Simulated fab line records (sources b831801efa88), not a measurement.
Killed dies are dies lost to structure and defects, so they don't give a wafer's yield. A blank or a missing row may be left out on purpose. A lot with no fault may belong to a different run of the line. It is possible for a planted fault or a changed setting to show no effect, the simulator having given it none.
fab line records	flow sfq_line
[record] lots = 7	wafers = 20	last_day = 76
route steps=325 shown M5@201 A5B@209 R5@212 I5@228 C5@240 M8@325
lots that met no fault: from a run of the same line without faults
start_h: start of the lot's first displayed wafer, in hours after the record's first day	wait_h: hours elapsed since this lot's preceding step	" the same as in the row above	L1.1+2: one row covering several wafers at once	- no value, or no start given	* or withheld: withheld	< > ~ a bound
route shown NAME@n: names a module that has steps shown in the file, with the first one's number in the route	usual: mean/standard deviation of fault-free wafers	same: alike in all rows	chamber/n: place in a boat	sites: the reading at each site	_std_site: their standard deviation	_edge_site: the outer-site mean with the inner-site mean subtracted	radius_mm: for every site, how far away it sits from the centre of the wafer	mask NAME#n: copy n	behind: the most recent tool/chamber to have shaped the wafer	hold: why the lot went on hold/how many hours it stayed there/how the hold came to an end	device: the n, p or np transistor that did not switch	end of line: the tests these same wafers got at the end of their route	a step given without rows: its recipe and nothing more	killed: count of dies lost to structure and defects at first sort (not the wafer's yield)	map: per-die view of a wafer (x killed, . not killed, _ where there is no die)
set.NAME: the run value of the setting; set.NAME@STEP: its run value at that earlier step	model.NAME: the simulator's own value behind a step, which no gauge read
certain route steps with their lots: each step a table, each wafer a row
services: when a tool's chamber went out of use (start_h, in hours from the record's first day, below 0 if earlier), for how many hours, and the reason
[[steps]]
[step SFQ_TRILAYER_M5_LITHO_EXPOSE_124]
[recipe] mask_id = M5	na = 0.6	source_shape = conventional	sigma_outer = 0.65	target_cd_nm = 700	dose_mj = 14.4
[step SFQ_TRILAYER_M5_LITHO_PEB_126]
[recipe] peb_temp_c = 115	peb_time_s = 60	resist = KrF
[step SFQ_TRILAYER_M5_LITHO_DEVELOP_125]
[recipe] time_s = 60	resist = KrF
[step SFQ_M5_OVL_MEAS_932]
[usual] M5_OVL = -4/5.9
lot.wafer	tool	chamber	start_h	wait_h	M5_OVL[nm]
L954.1	overlay-02	-	1086.95	0.1	-6
L954.3	"	-	"	"	-6
L954.5	"	-	"	"	-1
L960.3	overlay-01	-	1125.91	0.1	6
L960.4	"	-	"	"	2
L960.5	"	-	"	"	2
L965.1	overlay-02	-	1166.80	0.1	2
L965.3	"	-	"	"	2
L965.4	"	-	"	"	6
L966.1	overlay-02	-	1174.00	0.1	-7
L966.3	"	-	"	"	-9
L966.5	"	-	"	"	-10
L969.1	overlay-02	-	1188.40	0.1	4
L969.6	"	-	"	"	-1
L972.3	overlay-02	-	1208.81	0.1	-14
L972.4	"	-	"	"	-6
L972.6	"	-	"	"	-1
L973.1	overlay-02	-	1212.40	0.1	-9
L973.4	"	-	"	"	-4
L973.6	"	-	"	"	-5
[step SFQ_TRILAYER_M5_BARC_OPEN_METAL_ETCH_161]
[recipe] mask_material = PR	chemistry = O2	target_depth_nm = 125	target = BARC	icp_w = 600	bias_w = 80	pressure_mtorr = 10	time_s = 41.7
[step SFQ_TRILAYER_M5_ETCH_METAL_ETCH_126]
[recipe] target = Nb	stop_on = SiO2	mask_material = PR	over_etch_frac = 0.15	time_s = 203.2	chemistry = Cl2/BCl3	target_depth_nm = 265	icp_w = 600	bias_w = 80	pressure_mtorr = 10
[step SFQ_TRILAYER_M5_STRIP_STRIP_127]
[recipe] gas = O2	power_w = 200	platen_temp_c = 40	overash_fraction = 0.65	chemistry = O2	pressure_mtorr = 50
[step SFQ_TRILAYER_M5_STRIP_SOLV_CLEAN_128]
[recipe] chemistry = NMP	temp_c = 70	time_s = 600
[step SFQ_TRILAYER_A5B_DEP_PECVD_129]
[recipe] material = SiO2	temp_c = 150	time_s = 133.33	pressure_torr = 2.4	rf_w = 183.3	precursor = SiH4/N2O	target_thk_nm = 600
[step SFQ_TRILAYER_A5B_CMP_CMP_130]
[recipe] stop_on = Nb	down_force_psi = 3	platen_rpm = 60	target_thk_nm = 340.7
[step SFQ_TRILAYER_A5B_METRO_MEASURE_131]
[step SFQ_TRILAYER_R5_DEP_SPUTTER_132]
[recipe] material = Ti	base_pressure_pa = 1.33e-06	target_thk_nm = 5	power_w = 2000	time_s = 5	chamber_pressure_pa = 0.4
[usual] throttle_valve_pct = 30.0/1
lot.wafer	tool	chamber	start_h	wait_h	throttle_valve_pct
L954.1	pvd_sputter-06	-	1127.80	1.0	30.7
L954.3	"	-	"	"	31.3
L954.5	"	-	"	"	29.4
L960.3	pvd_sputter-05	-	1166.80	0.6	28.5
L960.4	"	-	"	"	29.6
L960.5	"	-	"	"	30.9
L965.1	pvd_sputter-05	-	1208.80	1.0	31.1
L965.3	"	-	"	"	28.3
L965.4	"	-	"	"	30.8
L966.1	pvd_sputter-05	-	1214.80	1.0	30.7
L966.3	"	-	"	"	30.8
L966.5	"	-	"	"	31.3
L969.1	pvd_sputter-05	-	1226.80	1.0	29.6
L969.6	"	-	"	"	30.8
L972.3	pvd_sputter-06	-	1243.85	0.6	29.2
L972.4	"	-	"	"	31.3
L972.6	"	-	"	"	31.2
L973.1	pvd_sputter-04	-	1244.80	1.0	29.4
L973.4	"	-	"	"	29.9
L973.6	"	-	"	"	29.8
[step SFQ_TRILAYER_R5_DEP_SPUTTER_133]
[recipe] material = MoNx	base_pressure_pa = 1.33e-06	target_thk_nm = 40	power_w = 1000	time_s = 66.7	chamber_pressure_pa = 0.4
[usual] throttle_valve_pct = 30.0/1
lot.wafer	tool	chamber	start_h	wait_h	throttle_valve_pct	model.MoNx_of_TRILAYER_R5_DEP_SPUTTER_133.thk_nm
L954.1	pvd_sputter-06	-	1127.81	0.0	30.9	40.26
L954.3	"	-	"	"	31.1	40.59
L954.5	"	-	"	"	29.5	40.11
L960.3	pvd_sputter-05	-	1166.81	0.0	28.6	39.42
L960.4	"	-	"	"	29.9	40.15
L960.5	"	-	"	"	31.4	39.47
L965.1	pvd_sputter-05	-	1208.81	0.0	30.9	40.18
L965.3	"	-	"	"	28.3	25.99
L965.4	"	-	"	"	30.9	40.4
L966.1	pvd_sputter-05	-	1214.81	0.0	31.1	39.53
L966.3	"	-	"	"	31.0	25.94
L966.5	"	-	"	"	31.1	39.71
L969.1	pvd_sputter-05	-	1226.81	0.0	29.7	40.56
L969.6	"	-	"	"	30.9	25.37
L972.3	pvd_sputter-06	-	1243.87	0.0	29.4	40.08
L972.4	"	-	"	"	31.4	39.44
L972.6	"	-	"	"	31.2	39.54
L973.1	pvd_sputter-04	-	1244.81	0.0	29.6	40.46
L973.4	"	-	"	"	29.6	40.07
L973.6	"	-	"	"	29.6	40.11
[step SFQ_TRILAYER_R5_DEP_SPUTTER_134]
[recipe] material = Ti	base_pressure_pa = 1.33e-06	target_thk_nm = 5	power_w = 2000	time_s = 5	chamber_pressure_pa = 0.4
[step SFQ_R5_RS_MEAS_933]
[recipe] thk_meas_gauge = four-point-probe	reads = Ti_of_TRILAYER_R5_DEP_SPUTTER_134+MoNx_of_TRILAYER_R5_DEP_SPUTTER_133+Ti_of_TRILAYER_R5_DEP_SPUTTER_132
[usual] R5_MONX_RS = 7.04/0.09
lot.wafer	tool	chamber	start_h	wait_h	R5_MONX_RS[ohm/sq]
L954.1	film_metro-03	-	1127.89	0.0	7.02
L954.3	"	-	"	"	6.92
L954.5	"	-	"	"	7.01
L960.3	film_metro-04	-	1166.93	0.0	7.15
L960.4	"	-	"	"	7.03
L960.5	"	-	"	"	7.15
L965.1	film_metro-03	-	1208.89	0.0	7.07
L965.3	"	-	"	"	10.59
L965.4	"	-	"	"	7.01
L966.1	film_metro-01	-	1214.89	0.0	7.15
L966.3	"	-	"	"	10.58
L966.5	"	-	"	"	7.10
L969.1	film_metro-01	-	1226.89	0.0	6.95
L969.6	"	-	"	"	10.78
L972.3	film_metro-01	-	1243.98	0.0	7.04
L972.4	"	-	"	"	7.14
L972.6	"	-	"	"	7.12
L973.1	film_metro-03	-	1244.91	0.0	6.96
L973.4	"	-	"	"	7.00
L973.6	"	-	"	"	7.02
[step SFQ_R5_THK_MEAS_934]
[recipe] thk_meas_gauge = xrf	reads = MoNx_of_TRILAYER_R5_DEP_SPUTTER_133
[usual] R5_MONX_THK = 40.7/0.54
lot.wafer	tool	chamber	start_h	wait_h	R5_MONX_THK[nm]
L954.1	film_metro-03	-	1128.01	0.1	41.2
L954.3	"	-	"	"	41.6
L954.5	"	-	"	"	40.8
L960.3	film_metro-04	-	1167.03	0.1	40.3
L960.4	"	-	"	"	40.8
L960.5	"	-	"	"	40.2
L965.1	film_metro-03	-	1209.01	0.1	40.7
L965.3	"	-	"	"	26.6
L965.4	"	-	"	"	40.9
L966.1	film_metro-01	-	1215.01	0.1	40.3
L966.3	"	-	"	"	26.5
L966.5	"	-	"	"	40.7
L969.1	film_metro-01	-	1227.01	0.1	41.2
L969.6	"	-	"	"	25.6
L972.3	film_metro-01	-	1244.08	0.1	40.9
L972.4	"	-	"	"	40.0
L972.6	"	-	"	"	40.2
L973.1	film_metro-03	-	1245.03	0.1	41.4
L973.4	"	-	"	"	40.7
L973.6	"	-	"	"	41.0
[step SFQ_TRILAYER_R5_LITHO_COAT_141]
[recipe] resist = BARC	spin_rpm = 3000	resist_thk_nm = 62
[step SFQ_TRILAYER_R5_LITHO_COAT_136]
[recipe] resist = KrF	spin_rpm = 3000	resist_thk_nm = 600
[step SFQ_TRILAYER_R5_LITHO_SOFTBAKE_140]
[recipe] temp_c = withheld	time_s = withheld	resist = KrF
[step SFQ_TRILAYER_R5_LITHO_EXPOSE_137]
[recipe] mask_id = R5	na = 0.6	source_shape = conventional	sigma_outer = 0.65	target_cd_nm = 500	dose_mj = 14.4
[step SFQ_TRILAYER_R5_LITHO_PEB_139]
[recipe] peb_temp_c = 115	peb_time_s = 60	resist = KrF
[step SFQ_TRILAYER_R5_LITHO_DEVELOP_138]
[recipe] time_s = 60	resist = KrF
[step SFQ_R5_OVL_MEAS_935]
[usual] R5_OVL = 3/5.3
lot.wafer	tool	chamber	start_h	wait_h	R5_OVL[nm]
L954.1	overlay-02	-	1226.80	0.1	9
L954.3	"	-	"	"	7
L954.5	"	-	"	"	12
L960.3	overlay-02	-	1270.76	0.1	-5
L960.4	"	-	"	"	-4
L960.5	"	-	"	"	-2
L965.1	overlay-01	-	1313.75	0.1	5
L965.3	"	-	"	"	6
L965.4	"	-	"	"	1
L966.1	overlay-01	-	1323.45	0.1	6
L966.3	"	-	"	"	6
L966.5	"	-	"	"	7
L969.1	overlay-01	-	1339.05	0.1	3
L969.6	"	-	"	"	2
L972.3	overlay-01	-	1359.87	0.1	-3
L972.4	"	-	"	"	3
L972.6	"	-	"	"	-3
L973.1	overlay-01	-	1361.06	0.1	3
L973.4	"	-	"	"	-5
L973.6	"	-	"	"	3
[step SFQ_TRILAYER_R5_BARC_OPEN_METAL_ETCH_177]
[recipe] mask_material = PR	chemistry = O2	target_depth_nm = 125	target = BARC	icp_w = 600	bias_w = 80	pressure_mtorr = 10	time_s = 41.7
[usual] drypump_motor_current_A = 5.8/0.38	oes_product_au = 0.685/0.0048
lot.wafer	tool	chamber	start_h	wait_h	drypump_motor_current_A	oes_product_au	rf_hours_counter_h
L954.1	rie_metal-04	0	1226.83	0.0	6.0	0.681	129
L954.3	"	0	"	"	6.0	0.677	-
L954.5	"	1	"	"	5.8	0.687	-
L960.3	rie_metal-04	0	1270.80	0.0	6.0	0.687	-
L960.4	"	1	"	"	5.8	0.690	-
L960.5	"	0	"	"	6.0	0.687	-
L965.1	rie_metal-01	1	1313.78	0.0	5.8	0.692	47
L965.3	"	1	"	"	5.8	0.698	-
L965.4	"	1	"	"	5.8	0.685	-
L966.1	rie_metal-04	0	1323.48	0.0	6.0	0.685	147
L966.3	"	1	"	"	5.8	0.686	-
L966.5	"	0	"	"	6.0	0.690	-
L969.1	rie_metal-04	1	1339.08	0.0	5.8	0.687	133
L969.6	"	1	"	"	5.8	0.695	-
L972.3	rie_metal-01	0	1359.91	0.0	5.0	0.682	-
L972.4	"	1	"	"	5.8	0.685	-
L972.6	"	0	"	"	5.0	0.680	-
L973.1	rie_metal-02	0	1361.09	0.0	6.4	0.678	31
L973.4	"	1	"	"	5.6	0.685	-
L973.6	"	0	"	"	6.3	0.687	-
[step SFQ_TRILAYER_R5_ETCH_METAL_ETCH_139]
[recipe] stop_on = SiO2	mask_material = PR	chemistry = Cl2	target_depth_nm = 60	icp_w = 600	bias_w = 80	pressure_mtorr = 10	time_s = 40
[step SFQ_TRILAYER_R5_STRIP_STRIP_140]
[recipe] gas = O2	power_w = 200	platen_temp_c = 40	overash_fraction = 0.65	chemistry = O2	pressure_mtorr = 50
[usual] drypump_motor_current_A = 5.8/0.38	oes_product_au = 1.002/0.013	platen_temp_c = 40.02/0.11
lot.wafer	tool	chamber	start_h	wait_h	drypump_motor_current_A	oes_product_au	platen_temp_c	rf_hours_counter_h
L954.1	rie_metal-04	0	1226.95	0.0	6.0	1.008	40.10	129
L954.3	"	0	"	"	6.0	0.996	39.99	-
L954.5	"	1	"	"	5.8	1.006	39.94	-
L960.3	rie_metal-04	0	1271.10	0.2	6.0	1.005	39.96	-
L960.4	"	1	"	"	5.8	1.018	40.11	-
L960.5	"	0	"	"	6.0	0.999	40.11	-
L965.1	rie_metal-01	1	1314.02	0.1	5.9	1.000	39.98	47
L965.3	"	1	"	"	5.8	1.000	40.15	-
L965.4	"	1	"	"	5.8	0.998	40.26	-
L966.1	rie_metal-04	0	1323.60	0.0	6.0	1.001	40.14	147
L966.3	"	1	"	"	5.9	1.014	40.09	-
L966.5	"	0	"	"	6.0	0.999	39.96	-
L969.1	rie_metal-04	1	1339.20	0.0	5.8	1.028	39.94	133
L969.6	"	1	"	"	5.8	1.040	39.99	-
L972.3	rie_metal-01	0	1360.21	0.2	5.0	0.996	39.94	-
L972.4	"	1	"	"	5.8	0.982	40.00	-
L972.6	"	0	"	"	5.0	0.988	40.04	-
L973.1	rie_metal-02	0	1361.21	0.0	6.3	1.003	40.13	31
L973.4	"	1	"	"	5.6	1.002	40.02	-
L973.6	"	0	"	"	6.4	1.006	39.82	-
[step SFQ_TRILAYER_R5_STRIP_SOLV_CLEAN_141]
[recipe] chemistry = NMP	temp_c = 70	time_s = 600
[step SFQ_TRILAYER_A5C_DEP_PECVD_142]
[recipe] material = SiO2	temp_c = 150	time_s = 15.556	pressure_torr = 2.4	rf_w = 183.3	precursor = SiH4/N2O	target_thk_nm = 70
[step SFQ_TRILAYER_I5_LITHO_COAT_149]
[recipe] resist = BARC	spin_rpm = 3000	resist_thk_nm = 62
[step SFQ_TRILAYER_I5_LITHO_COAT_144]
[recipe] resist = KrF	spin_rpm = 3000	resist_thk_nm = 650
[step SFQ_TRILAYER_I5_LITHO_SOFTBAKE_148]
[recipe] temp_c = withheld	time_s = withheld	resist = KrF
[step SFQ_TRILAYER_I5_LITHO_EXPOSE_145]
[recipe] mask_id = I5	na = 0.6	source_shape = conventional	sigma_outer = 0.65	target_cd_nm = 700	dose_mj = 21.3
[step SFQ_TRILAYER_I5_LITHO_PEB_147]
[recipe] peb_temp_c = 115	peb_time_s = 60	resist = KrF
[step SFQ_TRILAYER_I5_LITHO_DEVELOP_146]
[recipe] time_s = 60	resist = KrF
[step SFQ_I5_OVL_MEAS_936]
[usual] I5_OVL = -4/5.6
lot.wafer	tool	chamber	start_h	wait_h	I5_OVL[nm]
L954.1	overlay-01	-	1242.33	0.1	-9
L954.3	"	-	"	"	-11
L954.5	"	-	"	"	-6
L960.3	overlay-02	-	1296.52	0.1	-9
L960.4	"	-	"	"	-14
L960.5	"	-	"	"	-11
L965.1	overlay-01	-	1343.86	0.1	3
L965.3	"	-	"	"	1
L965.4	"	-	"	"	1
L966.1	overlay-02	-	1354.66	0.1	-11
L966.3	"	-	"	"	-13
L966.5	"	-	"	"	-9
L969.1	overlay-01	-	1373.96	0.1	-17
L969.6	"	-	"	"	-17
L972.3	overlay-02	-	1394.37	0.1	-9
L972.4	"	-	"	"	-7
L972.6	"	-	"	"	-12
L973.1	overlay-02	-	1395.56	0.1	3
L973.4	"	-	"	"	5
L973.6	"	-	"	"	-3
[step SFQ_TRILAYER_I5_BARC_OPEN_VIA_ETCH_200]
[recipe] mask_material = PR	chemistry = O2	target_depth_nm = 125	target = BARC	source_w = 500	bias_w = 80	pressure_mtorr = 30	time_s = 41.7
[usual] drypump_motor_current_A = 5.8/0.4	oes_product_au = 0.685/0.005
lot.wafer	tool	chamber	start_h	wait_h	drypump_motor_current_A	oes_product_au	rf_hours_counter_h
L954.1	rie_diel-01	3	1242.37	0.0	5.7	0.687	16
L954.3	"	1	"	"	5.8	0.677	10
L954.5	"	1	"	"	5.9	0.692	-
L960.3	rie_diel-02	3	1296.54	0.0	5.8	0.685	19
L960.4	"	0	"	"	6.0	0.685	9
L960.5	"	0	"	"	6.0	0.686	-
L965.1	rie_diel-01	0	1343.89	0.0	4.8	0.687	18
L965.3	"	1	"	"	5.8	0.680	12
L965.4	"	2	"	"	6.1	0.681	17
L966.1	rie_diel-03	3	1354.69	0.0	5.2	0.684	15
L966.3	"	1	"	"	6.1	0.678	11
L966.5	"	1	"	"	6.1	0.691	-
L969.1	rie_diel-02	1	1373.99	0.0	6.1	0.696	22
L969.6	"	0	"	"	6.0	0.687	-
L972.3	rie_diel-02	1	1394.39	0.0	6.1	0.683	23
L972.4	"	0	"	"	6.0	0.692	11
L972.6	"	2	"	"	6.2	0.699	-
L973.1	rie_diel-01	2	1395.59	0.0	6.1	0.691	18
L973.4	"	0	"	"	4.7	0.686	18
L973.6	"	2	"	"	6.1	0.691	-
[step SFQ_TRILAYER_I5_ETCH_VIA_ETCH_147]
[recipe] stop_on = Nb	mask_material = PR	chemistry = CHF3	target_depth_nm = 360	source_w = 500	bias_w = 80	pressure_mtorr = 30	time_s = withheld
[usual] drypump_motor_current_A = 5.8/0.39	oes_product_au = 0.988/0.0066
lot.wafer	tool	chamber	start_h	wait_h	drypump_motor_current_A	oes_product_au
L954.1	rie_diel-01	3	1242.41	0.0	5.7	0.980
L954.3	"	1	"	"	5.9	0.968
L954.5	"	1	"	"	5.8	0.970
L960.3	rie_diel-02	3	1296.58	0.0	5.8	0.988
L960.4	"	0	"	"	6.0	0.994
L960.5	"	0	"	"	6.0	0.996
L965.1	rie_diel-01	0	1343.93	0.0	4.8	0.991
L965.3	"	1	"	"	5.8	0.984
L965.4	"	2	"	"	6.1	0.978
L966.1	rie_diel-03	3	1354.73	0.0	5.2	0.979
L966.3	"	1	"	"	6.1	0.985
L966.5	"	1	"	"	6.1	0.984
L969.1	rie_diel-02	1	1374.03	0.0	6.1	0.989
L969.6	"	0	"	"	6.0	0.991
L972.3	rie_diel-02	1	1394.43	0.0	6.1	0.988
L972.4	"	0	"	"	6.0	1.002
L972.6	"	2	"	"	6.1	0.984
L973.1	rie_diel-01	2	1395.63	0.0	6.1	0.988
L973.4	"	0	"	"	4.8	0.988
L973.6	"	2	"	"	6.1	0.994
[step SFQ_TRILAYER_I5_STRIP_STRIP_148]
[recipe] gas = O2	power_w = 200	platen_temp_c = 40	overash_fraction = 0.65	chemistry = O2	pressure_mtorr = 50
[step SFQ_TRILAYER_I5_STRIP_SOLV_CLEAN_149]
[recipe] chemistry = NMP	temp_c = 70	time_s = 600
[step SFQ_TRILAYER_C5_LITHO_COAT_156]
[recipe] resist = BARC	spin_rpm = 3000	resist_thk_nm = 62
[step SFQ_TRILAYER_C5_LITHO_COAT_151]
[recipe] resist = KrF	spin_rpm = 3000	resist_thk_nm = 650
[step SFQ_TRILAYER_C5_LITHO_SOFTBAKE_155]
[recipe] temp_c = withheld	time_s = withheld	resist = KrF
[step SFQ_M8_BOW_MEAS_951]
[recipe] mode = bow
[usual] M8_BOW = 5/12
lot.wafer	tool	chamber	start_h	wait_h	M8_BOW[um]	model.etest.r5.ohm_um	model.etest.r5.ohm_sq	model.etest.c5.link_ohm
L954.1	film_metro-04	-	1668.39	0.0	17	13.99	6.999	7.948
L954.3	"	-	"	"	17	13.91	6.943	7.896
L954.5	"	-	"	"	10	14.08	7.027	7.969
L960.3	film_metro-01	-	1705.00	0.0	-1	14.19	7.148	8.118
L960.4	"	-	"	"	-2	13.96	7.019	7.979
L960.5	"	-	"	"	9	14.17	7.139	8.092
L965.1	film_metro-01	-	1732.68	0.0	-7	14.08	7.014	7.972
L965.3	"	-	"	"	-12	21.75	10.84	11.8
L965.4	"	-	"	"	-3	13.98	6.976	7.936
L966.1	film_metro-01	-	1733.95	0.0	0	14.23	7.128	8.101
L966.3	"	-	"	"	9	21.67	10.86	11.82
L966.5	"	-	"	"	5	14.14	7.097	8.057
L969.1	film_metro-04	-	1752.31	0.0	-5	-	-	-
L969.6	"	-	"	"	-8	-	-	-
L972.3	film_metro-04	-	1829.91	0.0	19	14.1	7.031	7.987
L972.4	"	-	"	"	18	14.39	7.145	8.106
L972.6	"	-	"	"	18	14.31	7.127	8.082
L973.1	film_metro-04	-	1834.49	0.0	16	13.93	6.965	7.912
L973.4	"	-	"	"	25	14.05	7.032	7.977
L973.6	"	-	"	"	13	14.05	7.026	7.966
[[services]]
tool	chamber	start_h	hours	kind
rie_diel-01	1	1132.24	5.5	repair
rie_metal-02	-	1132.49	1.4	repair
rie_diel-03	2	1139.05	4.0	repair
rie_diel-01	3	1147.61	6.5	repair
pvd_sputter-04	-	1156.41	3.6	repair
rie_diel-01	0	1167.15	3.3	repair
pvd_sputter-06	-	1178.60	8.1	repair
rie_metal-02	-	1195.87	4.3	pm
rie_diel-02	2	1200.40	8.8	repair
rie_metal-02	0	1201.50	5.2	repair
rie_diel-03	-	1233.67	2.8	pm
rie_diel-02	-	1234.80	0.8	repair
rie_metal-04	-	1242.37	0.2	repair
rie_diel-02	2	1269.71	7.2	repair
rie_diel-01	-	1274.65	0.3	repair
pvd_sputter-06	-	1287.32	2.4	repair
rie_metal-01	0	1293.95	27.8	repair
pvd_sputter-04	-	1337.89	6.5	repair
rie_diel-03	0	1337.98	3.3	repair
rie_diel-01	3	1345.92	15.2	repair
rie_diel-03	0	1349.36	19.7	repair
rie_diel-01	0	1349.95	13.8	repair
pvd_sputter-04	-	1354.68	5.3	repair
pvd_sputter-05	-	1362.29	5.1	repair
[[key]]
[first_sign] step = SFQ_R5_RS_MEAS_933	reading = R5_MONX_RS	direction = up	sigmas = 40	usual = 7.04	struck = 10.65
[effect] step = SFQ_R5_THK_MEAS_934	reading = R5_MONX_THK	direction = down	sigmas = 27	usual = 40.7	struck = 26.2
[model_effect] step = SFQ_TRILAYER_R5_DEP_SPUTTER_133	value = MoNx_of_TRILAYER_R5_DEP_SPUTTER_133.thk_nm	without = 40.08	struck = 25.77
[model_effect] step = SFQ_M8_BOW_MEAS_951	value = etest.r5.ohm_um	without = 14	struck = 21.71
met_at SFQ_TRILAYER_R5_DEP_SPUTTER_133
struck_wafers L965.3,L966.3,L969.6
onset_between 1166.81 1208.81
[fault] kind = process_parameter_drift	tool = pvd_sputter-05	chamber = -	onset_h = 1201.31	steps = SFQ_TRILAYER_R5_DEP_SPUTTER_133	channel = target_thk_nm	offset = -14.312	shape = step	end_h = 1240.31	scope = struck_wafers_only	acts_in = these_recipes_only	stated = 40
